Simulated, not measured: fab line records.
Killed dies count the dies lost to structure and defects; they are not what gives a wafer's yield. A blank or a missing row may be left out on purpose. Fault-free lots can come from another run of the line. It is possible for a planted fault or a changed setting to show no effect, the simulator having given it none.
fab line records | flow sky130
[record] lots = 6 | wafers = 18 | last-day = 50
route steps=708 shown VIA2@527 METAL3@532 CAPM@537 PAD_OPEN@708
lots that met no fault: from a run of the same line without faults
start-h: hours from the record's first day to the start of the lot's first wafer shown | wait-h: time in hours since the lot's previous step | " as in the row above | L1.1+2: a single row standing in for several wafers | - either no value or no given start | * or withheld: withheld | < > ~ a bound
route shown NAME@n: NAME is a module with steps in the file, n the number in the route of the first one | usual: mean and standard deviation over wafers with no fault | same: alike in all rows | chamber/n: place in a boat | sites: each site's reading | _std_site: how widely they spread, as a standard deviation | _edge_site: the outer-site mean with the inner-site mean subtracted | radius-mm: for every site, how far away it sits from the centre of the wafer | mask NAME#n: copy n | behind: tool/chamber where the wafer was last shaped | hold: why the lot was held/for how many hours/how that ended | device: transistor that didn't switch, given as n, p or np | end of line: the route-end tests of the same wafers | a step without rows: its recipe alone | killed: count of dies lost to structure and defects at first sort (not the wafer's yield) | map: per-die view of a wafer (x killed, . not killed, _ where there is no die)
set.NAME: setting as actually run; set.NAME@STEP: the setting as run at that earlier step | model.NAME: the simulator's own value behind a step, which no gauge read
certain route steps with their lots: each step a table, each wafer a row
services: the hour from which a tool's chamber was out of use, counted from the record's first day as start-h (under 0 if before that day), plus the number of hours and why
[[steps]]
[step SKY_VIA2_SPUTTER_20]
[recipe] material = TiN | target-thk-nm = 20 | chamber-pressure-pa = 5 | power-w = 4000 | time-s = 80
[usual] chamber-pressure-pa = 5.001/0.01 | throttle-valve-pct = 30.4/0.92
lot.wafer | tool           | chamber | start-h | wait-h | chamber-pressure-pa | throttle-valve-pct
L767.1    | pvd-sputter-03 | -       | 935.46  | 0.0    | 4.987               | 29.2
L767.5    | "              | -       | "       | "      | 5.001               | 29.1
L767.6    | "              | -       | "       | "      | 5.029               | 30.2
L772.4    | pvd-sputter-02 | -       | 962.56  | 0.0    | 5.002               | 30.3
L772.5    | "              | -       | "       | "      | 5.013               | 30.9
L772.6    | "              | -       | "       | "      | 4.991               | 31.4
L770.1    | pvd-sputter-02 | -       | 964.51  | 0.0    | 4.993               | 29.6
L770.2    | "              | -       | "       | "      | 5.011               | 31.1
L770.4    | "              | -       | "       | "      | 5.011               | 31.7
L776.1    | pvd-sputter-02 | -       | 981.50  | 0.0    | 4.978               | 29.9
L776.2    | "              | -       | "       | "      | 5.008               | 32.0
L776.5    | "              | -       | "       | "      | 4.999               | 31.9
L778.2    | pvd-sputter-02 | -       | 984.80  | 0.0    | 5.006               | 29.9
L778.3    | "              | -       | "       | "      | 5.013               | 30.6
L778.6    | "              | -       | "       | "      | 4.983               | 31.4
L781.3    | pvd-sputter-01 | -       | 1007.26 | 0.0    | 5.019               | 30.0
L781.4    | "              | -       | "       | "      | 5.001               | 30.0
L781.5    | "              | -       | "       | "      | 4.997               | 30.0
[step SKY_VIA2_CVD_21]
[recipe] material = W | target-thk-nm = 420 | time-s = 126.4 | temp-c = 400 | pressure-torr = 40
[step SKY_VIA2_RS_MEAS_22]
[recipe] thk-meas-gauge = four-point-probe | reads = W_of_VIA2_CVD_21+TiN_of_VIA2_SPUTTER_20
[usual] VIA2_W_RS = 0.272/0.003
lot.wafer | tool          | chamber | start-h | wait-h | VIA2_W_RS[ohm/sq]
L767.1    | film-metro-01 | -       | 935.65  | 0.1    | 0.270
L767.5    | "             | -       | "       | "      | 0.269
L767.6    | "             | -       | "       | "      | 0.269
L772.4    | film-metro-04 | -       | 962.81  | 0.1    | 0.273
L772.5    | "             | -       | "       | "      | 0.273
L772.6    | "             | -       | "       | "      | 0.275
L770.1    | film-metro-04 | -       | 964.70  | 0.1    | 0.274
L770.2    | "             | -       | "       | "      | 0.276
L770.4    | "             | -       | "       | "      | 0.272
L776.1    | film-metro-04 | -       | 981.69  | 0.1    | 0.269
L776.2    | "             | -       | "       | "      | 0.272
L776.5    | "             | -       | "       | "      | 0.273
L778.2    | film-metro-04 | -       | 985.01  | 0.1    | 0.274
L778.3    | "             | -       | "       | "      | 0.276
L778.6    | "             | -       | "       | "      | 0.270
L781.3    | film-metro-04 | -       | 1007.49 | 0.1    | 0.268
L781.4    | "             | -       | "       | "      | 0.272
L781.5    | "             | -       | "       | "      | 0.269
[step SKY_VIA2_THK_MEAS_23]
[recipe] thk-meas-gauge = xrf | reads = W_of_VIA2_CVD_21
[usual] VIA2_W_THK = 434/6.9
lot.wafer | tool          | chamber | start-h | wait-h | VIA2_W_THK[nm]
L767.1    | film-metro-01 | -       | 935.77  | 0.1    | 441
L767.5    | "             | -       | "       | "      | 446
L767.6    | "             | -       | "       | "      | 443
L772.4    | film-metro-04 | -       | 962.90  | 0.1    | 436
L772.5    | "             | -       | "       | "      | 438
L772.6    | "             | -       | "       | "      | 432
L770.1    | film-metro-04 | -       | 964.82  | 0.1    | 435
L770.2    | "             | -       | "       | "      | 431
L770.4    | "             | -       | "       | "      | 438
L776.1    | film-metro-04 | -       | 981.81  | 0.1    | 440
L776.2    | "             | -       | "       | "      | 440
L776.5    | "             | -       | "       | "      | 437
L778.2    | film-metro-04 | -       | 985.12  | 0.1    | 423
L778.3    | "             | -       | "       | "      | 421
L778.6    | "             | -       | "       | "      | 431
L781.3    | film-metro-04 | -       | 1007.59 | 0.1    | 435
L781.4    | "             | -       | "       | "      | 424
L781.5    | "             | -       | "       | "      | 430
[step SKY_VIA2_CMP_24]
[recipe] stop-on = SiO2 | t-overpolish-s = 20 | down-force-psi = 3.5 | platen-rpm = 60 | target-thk-nm = 0 | pad-velocity-m-s = 0.94248
[usual] edge-zone-pressure-frac = 1.000/0.0043 | motor-current-A = 10.5/1.6 | overpolish-run-s = 20.000/0.0088 | time-to-endpoint-s = 104/3.5
[same] t-overpolish-s = 20
lot.wafer | tool   | chamber | start-h | wait-h | edge-zone-pressure-frac | motor-current-A | overpolish-run-s | time-to-endpoint-s
L767.1    | cmp-01 | 1       | 935.83  | 0.1    | 1.004                   | 12.2            | 20.005           | 101
L767.6    | "      | 1       | "       | "      | 1.005                   | 12.0            | 20.006           | 103
L767.5    | "      | 2       | "       | "      | 0.991                   | 11.4            | 19.992           | 107
L772.4    | cmp-02 | 3       | 962.93  | 0.0    | 1.001                   | 11.1            | 19.993           | 102
L772.6    | "      | 3       | "       | "      | 0.999                   | 11.5            | 19.988           | 105
L772.5    | "      | 0       | "       | "      | 0.997                   | 10.6            | 19.987           | 109
L770.1    | cmp-01 | 1       | 965.11  | 0.3    | 1.001                   | 11.4            | 20.000           | 102
L770.2    | "      | 2       | "       | "      | 0.994                   | 12.3            | 20.005           | 107
L770.4    | "      | 3       | "       | "      | 1.002                   | 9.7             | 19.985           | 107
L776.2    | cmp-01 | 0       | 981.87  | 0.0    | 0.998                   | 8.4             | 19.999           | 108
L776.1    | "      | 1       | "       | "      | 1.003                   | 12.3            | 20.007           | 105
L776.5    | "      | 1       | "       | "      | 0.999                   | 11.9            | 19.999           | 105
L778.3    | cmp-01 | 1       | 985.17  | 0.0    | 1.001                   | 11.9            | 20.012           | 101
L778.2    | "      | 3       | "       | "      | 1.003                   | 9.3             | 20.007           | 103
L778.6    | "      | 2       | "       | "      | 0.991                   | 11.2            | 19.988           | 106
L781.4    | cmp-02 | 0       | 1007.68 | 0.1    | 1.012                   | 10.9            | 19.990           | 105
L781.3    | "      | 1       | "       | "      | 0.995                   | 10.1            | 19.991           | 108
L781.5    | "      | 3       | "       | "      | 0.998                   | 10.8            | 19.994           | 103
[step SKY_METAL3_SPUTTER_00]
[recipe] material = Ti | target-thk-nm = 15 | power-w = 3000 | time-s = 10 | chamber-pressure-pa = 0.4
[usual] chamber-pressure-pa = 0.4000/0.00082 | throttle-valve-pct = 30.4/0.67
lot.wafer | tool           | chamber | start-h | wait-h | chamber-pressure-pa | throttle-valve-pct
L767.1    | pvd-sputter-04 | -       | 936.13  | 0.2    | 0.3995              | 30.1
L767.5    | "              | -       | "       | "      | 0.4002              | 30.3
L767.6    | "              | -       | "       | "      | 0.3983              | 30.2
L772.4    | pvd-sputter-03 | -       | 963.23  | 0.2    | 0.4016              | 30.6
L772.5    | "              | -       | "       | "      | 0.4012              | 29.9
L772.6    | "              | -       | "       | "      | 0.3994              | 31.0
L770.1    | pvd-sputter-03 | -       | 965.36  | 0.2    | 0.3986              | 29.2
L770.2    | "              | -       | "       | "      | 0.3994              | 30.4
L770.4    | "              | -       | "       | "      | 0.3990              | 30.9
L776.1    | pvd-sputter-03 | -       | 982.17  | 0.2    | 0.4002              | 30.3
L776.2    | "              | -       | "       | "      | 0.4002              | 30.5
L776.5    | "              | -       | "       | "      | 0.3996              | 31.2
L778.2    | pvd-sputter-04 | -       | 985.47  | 0.1    | 0.4012              | 30.3
L778.3    | "              | -       | "       | "      | 0.4002              | 30.1
L778.6    | "              | -       | "       | "      | 0.4002              | 30.4
L781.3    | pvd-sputter-03 | -       | 1007.93 | 0.1    | 0.3998              | 30.6
L781.4    | "              | -       | "       | "      | 0.3992              | 29.7
L781.5    | "              | -       | "       | "      | 0.3988              | 30.8
[step SKY_METAL3_SPUTTER_01]
[recipe] material = TiN | target-thk-nm = 20 | power-w = 6500 | time-s = 16.7 | chamber-pressure-pa = 0.4
[usual] chamber-pressure-pa = 0.4000/0.00085 | throttle-valve-pct = 30.4/0.68
lot.wafer | tool           | chamber | start-h | wait-h | chamber-pressure-pa | throttle-valve-pct
L767.1    | pvd-sputter-04 | -       | 936.15  | 0.0    | 0.3995              | 29.9
L767.5    | "              | -       | "       | "      | 0.4001              | 30.2
L767.6    | "              | -       | "       | "      | 0.4000              | 30.0
L772.4    | pvd-sputter-03 | -       | 963.25  | 0.0    | 0.4006              | 30.8
L772.5    | "              | -       | "       | "      | 0.4009              | 30.1
L772.6    | "              | -       | "       | "      | 0.4003              | 31.2
L770.1    | pvd-sputter-03 | -       | 965.38  | 0.0    | 0.4002              | 29.3
L770.2    | "              | -       | "       | "      | 0.3989              | 30.8
L770.4    | "              | -       | "       | "      | 0.4002              | 31.2
L776.1    | pvd-sputter-03 | -       | 982.19  | 0.0    | 0.4003              | 30.0
L776.2    | "              | -       | "       | "      | 0.3999              | 30.7
L776.5    | "              | -       | "       | "      | 0.3995              | 31.1
L778.2    | pvd-sputter-04 | -       | 985.49  | 0.0    | 0.3992              | 30.5
L778.3    | "              | -       | "       | "      | 0.3998              | 30.2
L778.6    | "              | -       | "       | "      | 0.4005              | 30.3
L781.3    | pvd-sputter-03 | -       | 1007.96 | 0.0    | 0.3975              | 30.6
L781.4    | "              | -       | "       | "      | 0.4003              | 29.3
L781.5    | "              | -       | "       | "      | 0.3990              | 30.8
[step SKY_METAL3_SPUTTER_02]
[recipe] material = AlCu | target-thk-nm = 735 | power-w = 10600 | time-s = 39.1 | chamber-pressure-pa = 0.4
[usual] chamber-pressure-pa = 0.3998/0.00091 | throttle-valve-pct = 30.4/0.67
lot.wafer | tool           | chamber | start-h | wait-h | chamber-pressure-pa | throttle-valve-pct
L767.1    | pvd-sputter-04 | -       | 936.18  | 0.0    | 0.4002              | 30.0
L767.5    | "              | -       | "       | "      | 0.3988              | 30.2
L767.6    | "              | -       | "       | "      | 0.4016              | 30.1
L772.4    | pvd-sputter-03 | -       | 963.27  | 0.0    | 0.4006              | 30.9
L772.5    | "              | -       | "       | "      | 0.4014              | 29.9
L772.6    | "              | -       | "       | "      | 0.3993              | 31.1
L770.1    | pvd-sputter-03 | -       | 965.40  | 0.0    | 0.4004              | 29.5
L770.2    | "              | -       | "       | "      | 0.4011              | 30.7
L770.4    | "              | -       | "       | "      | 0.3997              | 30.8
L776.1    | pvd-sputter-03 | -       | 982.22  | 0.0    | 0.3997              | 30.1
L776.2    | "              | -       | "       | "      | 0.3986              | 30.8
L776.5    | "              | -       | "       | "      | 0.3998              | 31.4
L778.2    | pvd-sputter-04 | -       | 985.52  | 0.0    | 0.3984              | 30.3
L778.3    | "              | -       | "       | "      | 0.3983              | 30.2
L778.6    | "              | -       | "       | "      | 0.3993              | 30.2
L781.3    | pvd-sputter-03 | -       | 1007.98 | 0.0    | 0.4009              | 30.8
L781.4    | "              | -       | "       | "      | 0.3991              | 29.5
L781.5    | "              | -       | "       | "      | 0.3994              | 30.5
[step SKY_METAL3_SPUTTER_03]
[recipe] material = Ti | target-thk-nm = 5 | power-w = 3000 | time-s = 3.3 | chamber-pressure-pa = 0.4
[step SKY_METAL3_SPUTTER_04]
[recipe] material = TiN | target-thk-nm = 70 | power-w = 6500 | time-s = 58.3 | chamber-pressure-pa = 0.4
[step SKY_CAPM_CVD_00]
[recipe] material = SiO2 | target-thk-nm = 15.5 | temp-c = 400 | time-s = withheld | rf-w = 450
[step SKY_CAPM_THK_MEAS_01]
[recipe] reads = SiO2_of_CAPM_CVD_00
[usual] CAPM_CVD_00_THK = 15.51/0.19
lot.wafer | tool          | chamber | start-h | wait-h | CAPM_CVD_00_THK[nm]
L767.1    | film-metro-04 | -       | 936.31  | -      | 15.47
L767.5    | "             | -       | "       | "      | 15.69
L767.6    | "             | -       | "       | "      | 15.48
L772.4    | film-metro-03 | -       | 963.44  | -      | 15.55
L772.5    | "             | -       | "       | "      | 15.63
L772.6    | "             | -       | "       | "      | 15.59
L770.1    | film-metro-02 | -       | 965.54  | -      | 15.58
L770.2    | "             | -       | "       | "      | 15.51
L770.4    | "             | -       | "       | "      | 15.81
L776.1    | film-metro-04 | -       | 982.35  | -      | 15.21
L776.2    | "             | -       | "       | "      | 15.47
L776.5    | "             | -       | "       | "      | 15.39
L778.2    | film-metro-02 | -       | 985.66  | -      | 15.17
L778.3    | "             | -       | "       | "      | 15.33
L778.6    | "             | -       | "       | "      | 15.51
L781.3    | film-metro-02 | -       | 1008.13 | -      | 15.35
L781.4    | "             | -       | "       | "      | 15.68
L781.5    | "             | -       | "       | "      | 15.57
[step SKY_CAPM_SPUTTER_02]
[recipe] material = TiN | target-thk-nm = 200 | temp-c = 300 | power-w = 6500 | time-s = 166.7 | chamber-pressure-pa = 0.4
[usual] chamber-pressure-pa = 0.4001/0.00085 | susceptor-temp-C = 300.00/0.19 | throttle-valve-pct = 29.8/0.62
lot.wafer | tool           | chamber | start-h | wait-h | chamber-pressure-pa | susceptor-temp-C | throttle-valve-pct
L767.1    | pvd-sputter-01 | -       | 936.37  | 0.1    | 0.3987              | 300.01           | 28.7
L767.5    | "              | -       | "       | "      | 0.3997              | 299.97           | 30.0
L767.6    | "              | -       | "       | "      | 0.4003              | 300.22           | 28.8
L772.4    | pvd-sputter-01 | -       | 963.47  | 0.0    | 0.3993              | 299.90           | 29.9
L772.5    | "              | -       | "       | "      | 0.4007              | 300.12           | 29.1
L772.6    | "              | -       | "       | "      | 0.3999              | 299.82           | 30.0
L770.1    | pvd-sputter-04 | -       | 965.60  | 0.1    | 0.4018              | 300.19           | 30.1
L770.2    | "              | -       | "       | "      | 0.4006              | 299.59           | 30.7
L770.4    | "              | -       | "       | "      | 0.4000              | 300.13           | 29.7
L776.1    | pvd-sputter-04 | -       | 982.41  | 0.1    | 0.4340              | 299.92           | 28.7
L776.2    | "              | -       | "       | "      | 0.4353              | 299.79           | 29.0
L776.5    | "              | -       | "       | "      | 0.4362              | 300.17           | 29.0
L778.2    | pvd-sputter-01 | -       | 985.71  | 0.0    | 0.3999              | 299.96           | 28.8
L778.3    | "              | -       | "       | "      | 0.3994              | 300.23           | 29.1
L778.6    | "              | -       | "       | "      | 0.4002              | 299.98           | 30.2
L781.3    | pvd-sputter-04 | -       | 1008.17 | 0.0    | 0.4352              | 299.58           | 29.1
L781.4    | "              | -       | "       | "      | 0.4355              | 300.21           | 29.1
L781.5    | "              | -       | "       | "      | 0.4345              | 300.09           | 28.8
[step SKY_CAPM_RS_MEAS_03]
[recipe] thk-meas-gauge = four-point-probe | reads = TiN_of_CAPM_SPUTTER_02
[usual] CAPM_TIN_RS = 6.89/0.063
lot.wafer | tool          | chamber | start-h | wait-h | CAPM_TIN_RS[ohm/sq]
L767.1    | film-metro-02 | -       | 936.48  | 0.1    | 6.96
L767.5    | "             | -       | "       | "      | 6.96
L767.6    | "             | -       | "       | "      | 6.97
L772.4    | film-metro-02 | -       | 963.64  | 0.1    | 6.80
L772.5    | "             | -       | "       | "      | 6.91
L772.6    | "             | -       | "       | "      | 6.83
L770.1    | film-metro-04 | -       | 965.71  | 0.1    | 6.87
L770.2    | "             | -       | "       | "      | 6.82
L770.4    | "             | -       | "       | "      | 6.84
L776.1    | film-metro-02 | -       | 982.52  | 0.1    | 7.03
L776.2    | "             | -       | "       | "      | 7.05
L776.5    | "             | -       | "       | "      | 7.11
L778.2    | film-metro-03 | -       | 985.84  | 0.1    | 6.83
L778.3    | "             | -       | "       | "      | 6.90
L778.6    | "             | -       | "       | "      | 6.78
L781.3    | film-metro-04 | -       | 1008.32 | 0.1    | 7.04
L781.4    | "             | -       | "       | "      | 7.06
L781.5    | "             | -       | "       | "      | 7.06
[step SKY_PAD_OPEN_PROBE_99]
[usual] defect-limited-yield = 82.3/1.8 | killed_at_M0_to_M3 = 44/6.9 | killed_at_M4_up = 3.3/1.7 | killed-at-contacts = 24/5.5 | killed-at-front-end = 16/4.5 | killed-at-other = 0.2/0.46 | killed-dies = 87/9.1 | killed-open = 48/7.3 | killed-short = 39/6.2 | sort_bin_3_pad_short = 0.9/0.4 | sort_bin_5_function = 10.4/1.5 | sort_bin_6_memory = 6.4/1.2 | sort-n-pass = 405/9.1 | sort-yield-pct = 82.3/1.8
[same] gross-dies = 492 | killed-at-back-side = 0 | sort_bin_4_leakage[%] = 0 | sort_bin_8_speed[%] = 0
lot.wafer | tool      | chamber | start-h | wait-h | defect-limited-yield[%] | killed_at_M0_to_M3 | killed_at_M4_up | killed-at-contacts | killed-at-front-end | killed-at-other | killed-dies | killed-open | killed-short | sort_bin_3_pad_short[%] | sort_bin_5_function[%] | sort_bin_6_memory[%] | sort-n-pass | sort-yield-pct[%]
L767.1    | prober-02 | -       | 1146.15 | 0.1    | 82.5                    | 43                 | 4               | 27                 | 11                  | 1               | 86          | 50          | 36           | 0.2                     | 11.4                   | 5.9                  | 406         | 82.5
L767.5    | prober-02 | -       | 1146.35 | 0.2    | 82.3                    | 45                 | 3               | 19                 | 20                  | 0               | 87          | 46          | 41           | 1.0                     | 10.8                   | 5.9                  | 405         | 82.3
L767.6    | prober-02 | -       | 1146.40 | 0.2    | 82.7                    | 50                 | 4               | 22                 | 9                   | 0               | 85          | 49          | 36           | 1.2                     | 10.4                   | 5.7                  | 407         | 82.7
L772.4    | prober-01 | -       | 1163.37 | 0.2    | 83.1                    | 43                 | 5               | 18                 | 17                  | 0               | 83          | 45          | 38           | 0.4                     | 10.4                   | 6.1                  | 409         | 83.1
L772.5    | prober-01 | -       | 1163.42 | 0.2    | 80.3                    | 38                 | 7               | 28                 | 24                  | 0               | 97          | 53          | 44           | 0.6                     | 11.8                   | 7.3                  | 395         | 80.3
L772.6    | prober-01 | -       | 1163.47 | 0.2    | 82.9                    | 49                 | 2               | 21                 | 12                  | 0               | 84          | 46          | 38           | 0.4                     | 12.4                   | 4.3                  | 408         | 82.9
L770.1    | prober-01 | -       | 1166.83 | 0.1    | 81.5                    | 46                 | 7               | 19                 | 19                  | 0               | 91          | 47          | 44           | 0.6                     | 10.4                   | 7.5                  | 401         | 81.5
L770.2    | prober-01 | -       | 1166.88 | 0.1    | 82.3                    | 34                 | 9               | 28                 | 16                  | 0               | 87          | 50          | 37           | 1.2                     | 9.1                    | 7.3                  | 405         | 82.3
L770.4    | prober-01 | -       | 1166.98 | 0.2    | 84.1                    | 35                 | 3               | 28                 | 11                  | 1               | 78          | 44          | 34           | 0.8                     | 10.0                   | 5.1                  | 414         | 84.1
L776.1    | prober-02 | -       | 1179.41 | 0.1    | 80.9                    | 46                 | 4               | 29                 | 14                  | 1               | 94          | 53          | 41           | 1.2                     | 10.8                   | 7.1                  | 398         | 80.9
L776.2    | prober-02 | -       | 1179.46 | 0.1    | 81.7                    | 51                 | 2               | 24                 | 12                  | 1               | 90          | 53          | 37           | 0.6                     | 9.3                    | 8.3                  | 402         | 81.7
L776.5    | prober-02 | -       | 1179.61 | 0.2    | 83.9                    | 53                 | 4               | 15                 | 6                   | 1               | 79          | 49          | 30           | 1.0                     | 9.6                    | 5.5                  | 413         | 83.9
L778.2    | prober-02 | -       | 1183.17 | 0.1    | 83.1                    | 36                 | 0               | 23                 | 24                  | 0               | 83          | 39          | 44           | 1.4                     | 8.1                    | 7.3                  | 409         | 83.1
L778.3    | prober-02 | -       | 1183.22 | 0.2    | 83.1                    | 30                 | 4               | 32                 | 17                  | 0               | 83          | 43          | 40           | 1.4                     | 9.8                    | 5.7                  | 409         | 83.1
L778.6    | prober-02 | -       | 1183.37 | 0.2    | 80.5                    | 51                 | 3               | 24                 | 18                  | 0               | 96          | 52          | 44           | 1.2                     | 12.0                   | 6.3                  | 396         | 80.5
// killed by level:class
L767.1 CONTACT:geometric-particle:open=12 VIA1:geometric-particle:open=12 LI_CONTACT:geometric-particle:open=7 VIA3:geometric-particle:short=7 VIA3:geometric-particle:open=6 FIELD_ISO:geometric-particle:short=5 METAL1:geometric-particle:short=5 VIA2:geometric-particle:open=4
L767.5 VIA1:geometric-particle:open=13 FIELD_ISO:geometric-particle:short=6 LOCAL_INTERCONNECT:geometric-particle:short=6 CONTACT:geometric-particle:open=6 VIA2:geometric-particle:open=6 VIA3:geometric-particle:open=6 FIELD_ISO:geometric-particle:open=5 METAL1:geometric-particle:short=5
L767.6 VIA1:geometric-particle:open=15 CONTACT:geometric-particle:open=8 METAL1:geometric-particle:short=6 VIA3:geometric-particle:open=6 VIA2:geometric-particle:open=6 LOCAL_INTERCONNECT:geometric-particle:short=5 METAL2:geometric-particle:short=5 LI_CONTACT:geometric-particle:open=4
L772.4 VIA1:geometric-particle:open=9 METAL2:geometric-particle:short=9 LI_CONTACT:geometric-particle:open=8 VIA2:geometric-particle:open=7 FIELD_ISO:geometric-particle:short=6 CONTACT:geometric-particle:open=5 POLY_GATE:geometric-particle:short=4 POLY_GATE:geometric-particle:open=4
L772.5 CONTACT:geometric-particle:open=10 FIELD_ISO:geometric-particle:open=7 LI_CONTACT:geometric-particle:open=7 VIA1:geometric-particle:open=7 FIELD_ISO:geometric-particle:short=6 LOCAL_INTERCONNECT:geometric-particle:short=6 POLY_GATE:geometric-particle:short=5 VIA3:geometric-particle:open=5
L772.6 VIA1:geometric-particle:open=10 CONTACT:geometric-particle:open=8 METAL1:geometric-particle:short=7 VIA1:geometric-particle:short=7 METAL2:geometric-particle:short=7 POLY_GATE:geometric-particle:open=6 VIA2:geometric-particle:open=6 VIA3:geometric-particle:open=5
L770.1 VIA3:geometric-particle:open=10 VIA1:geometric-particle:open=8 METAL4:geometric-particle:short=7 CONTACT:geometric-particle:open=6 METAL1:geometric-particle:short=5 FIELD_ISO:geometric-particle:open=4 POLY_GATE:geometric-particle:open=4 LI_CONTACT:geometric-particle:open=4
L770.2 LI_CONTACT:geometric-particle:open=11 CONTACT:geometric-particle:open=9 VIA1:geometric-particle:open=7 METAL4:geometric-particle:short=6 POLY_GATE:geometric-particle:short=5 VIA3:geometric-particle:open=5 METAL2:geometric-particle:short=5 FIELD_ISO:geometric-particle:open=4
L770.4 VIA1:geometric-particle:open=10 CONTACT:geometric-particle:short=8 CONTACT:geometric-particle:open=7 VIA2:geometric-particle:open=7 LOCAL_INTERCONNECT:geometric-particle:short=5 LI_CONTACT:geometric-particle:open=5 VIA3:geometric-particle:open=4 FIELD_ISO:geometric-particle:short=3
L776.1 VIA1:geometric-particle:open=11 CONTACT:geometric-particle:open=9 LI_CONTACT:geometric-particle:open=8 VIA2:geometric-particle:open=8 METAL1:geometric-particle:short=7 CONTACT:geometric-particle:short=6 VIA3:geometric-particle:open=6 POLY_GATE:geometric-particle:open=5
L776.2 VIA2:geometric-particle:open=12 CONTACT:geometric-particle:open=11 METAL1:geometric-particle:short=8 VIA3:geometric-particle:open=8 VIA1:geometric-particle:open=7 FIELD_ISO:geometric-particle:short=4 LOCAL_INTERCONNECT:geometric-particle:short=4 VIA1:geometric-particle:short=4
L776.5 VIA3:geometric-particle:open=13 VIA1:geometric-particle:open=12 CONTACT:geometric-particle:open=9 METAL2:geometric-particle:short=6 VIA1:geometric-particle:short=5 VIA2:geometric-particle:open=5 METAL1:geometric-particle:short=3 VIA2:geometric-particle:short=3
L778.2 LI_CONTACT:geometric-particle:open=8 POLY_GATE:geometric-particle:short=7 CONTACT:geometric-particle:open=7 FIELD_ISO:geometric-particle:short=6 VIA1:geometric-particle:open=6 VIA3:geometric-particle:open=6 METAL2:geometric-particle:short=5 LOCAL_INTERCONNECT:geometric-particle:short=4
L778.3 CONTACT:geometric-particle:open=10 CONTACT:geometric-particle:short=8 METAL1:geometric-particle:short=7 LOCAL_INTERCONNECT:geometric-particle:short=7 VIA1:geometric-particle:open=7 POLY_GATE:geometric-particle:open=6 LI_CONTACT:geometric-particle:open=4 VIA3:geometric-particle:open=4
L778.6 VIA1:geometric-particle:open=13 VIA2:geometric-particle:open=8 CONTACT:geometric-particle:open=7 POLY_GATE:geometric-particle:short=6 METAL1:geometric-particle:short=6 LI_CONTACT:geometric-particle:open=6 LOCAL_INTERCONNECT:geometric-particle:short=6 FIELD_ISO:geometric-particle:short=5
[[services]]
tool           | chamber | start-h | hours | kind
cmp-01         | -       | 912.00  | 4.0   | pm
cmp-01         | -       | 916.00  | -     | consumable-replace:conditioner
cmp-01         | -       | 916.00  | -     | consumable-replace:pad
pvd-sputter-01 | -       | 923.36  | 0.9   | repair
pvd-sputter-02 | -       | 924.80  | 1.3   | repair
cmp-02         | -       | 927.84  | 27.9  | repair
cmp-02         | -       | 976.24  | 0.5   | repair
cmp-02         | -       | 981.77  | 1.3   | repair
pvd-sputter-01 | -       | 989.38  | 2.5   | repair
cmp-02         | -       | 991.71  | 1.6   | repair
pvd-sputter-02 | -       | 1006.46 | 2.3   | repair
[[key]]
[first-sign] step = SKY_CAPM_SPUTTER_02 | reading = chamber-pressure-pa | direction = up | sigmas = 41 | usual = 0.4001 | struck = 0.4351
[effect] step = SKY_CAPM_SPUTTER_02 | reading = throttle-valve-pct | direction = down | sigmas = 1.4 | usual = 29.8 | struck = 28.9
met-at SKY_CAPM_SPUTTER_02
struck-wafers L776.1,L776.2,L776.5,L781.3,L781.4,L781.5
onset-between 965.60 982.41
[fault] kind = process-parameter-drift | tool = pvd-sputter-04 | chamber = - | onset-h = 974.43 | steps = SKY_CAPM_SPUTTER_02 | channel = chamber-pressure-pa | offset = 0.035395 | shape = step | end-h = 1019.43 | acts-in = these-recipes-only | stated = 0.4
